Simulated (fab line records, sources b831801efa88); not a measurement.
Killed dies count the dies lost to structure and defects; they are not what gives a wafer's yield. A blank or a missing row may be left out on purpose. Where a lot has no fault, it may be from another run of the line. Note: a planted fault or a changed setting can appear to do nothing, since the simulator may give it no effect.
One fault seen from 2 desks ; flow gf180mcu ; each desk has only its own numbers; what lay behind them comes last

== THE METROLOGY DESK ==
Lot by lot, what the gauges showed, no matter which tool ran the lot: averages of those sampled wafers that carry a number. Marked OUT: a lot whose mean sits more than 4 standard deviations from the usual mean, which makes it out of limits; the brackets give that distance.
Columns: A = M2_ALCU_RS at GF_M2_RS_MEAS_05, usual 0.0691 ohm/sq; B = M2_ALCU_THK at GF_M2_THK_MEAS_06, usual 455 nm
lot;first seen here;A;B
L737;day 18 20:04;0.0696;450
L738;day 19 06:05;0.0689;457
L740;day 19 23:08;0.0690;453
L741;day 20 12:54;0.0686;459
L743;day 21 06:18;0.0680;463
L745;day 22 11:58;0.0686;458
L746;day 22 16:04;0.0692;454
L747;day 23 01:11;0.0693;453
L748;day 23 08:28;0.0703;448
L749;day 23 09:06;0.0694;452
L751;day 24 10:23;0.0682;460
L752;day 24 12:05;0.0684;458
L755;day 25 05:28;0.0691;456
Result from this desk: across the 13 lots, nothing is out of limits.

== TOOL OWNER'S DESK, litho_track-02 ==
Per lot that ran on this tool, the mean of the sampled wafers carrying a number, from the tool's own readings at GF_M2_SOFTBAKE_10 (time 60 s). Marked OUT: a lot whose mean sits more than 4 standard deviations from the usual mean, which makes it out of limits; the brackets give that distance.
Columns: A = exhaust_pa at GF_M2_SOFTBAKE_10, usual 44.9 Pa; B = run_length_s at GF_M2_SOFTBAKE_10, usual 89.30 s
lot;first seen here;A;B
L737;day 19 07:49;45.2;89.18
L746;day 23 03:34;45.2;89.05
L747;day 23 12:19;45.3;89.22
L748;day 23 19:07;44.9;89.29
L751;day 24 21:20;44.5;92.09 (+17) OUT
L755;day 25 16:07;44.8;92.10 (+18) OUT
This desk's finding: out of limits on L751, L755; first on L751, day 24 21:20 (run_length_s at GF_M2_SOFTBAKE_10). L737, L746, L747, L748: within limits.

== TAKEN TOGETHER ==
The tool owner's desk had the chance to raise an alarm at day 24 21:20 on L751, L755.
Nothing out of limits was seen by the metrology desk.
The metrology desk has L751, L755 on record, within its limits.
Every lot named ran GF_M2_SOFTBAKE_10 on litho_track-02.

== WHAT THE SIMULATOR PUT IN ==
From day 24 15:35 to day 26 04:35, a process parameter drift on litho_track-02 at GF_M2_SOFTBAKE_10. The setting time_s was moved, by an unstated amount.
Struck lots among those shown: L751, L755.
How many hours passed from the start of the fault until each desk's first out-of-limits reading: the tool owner's desk, 6.
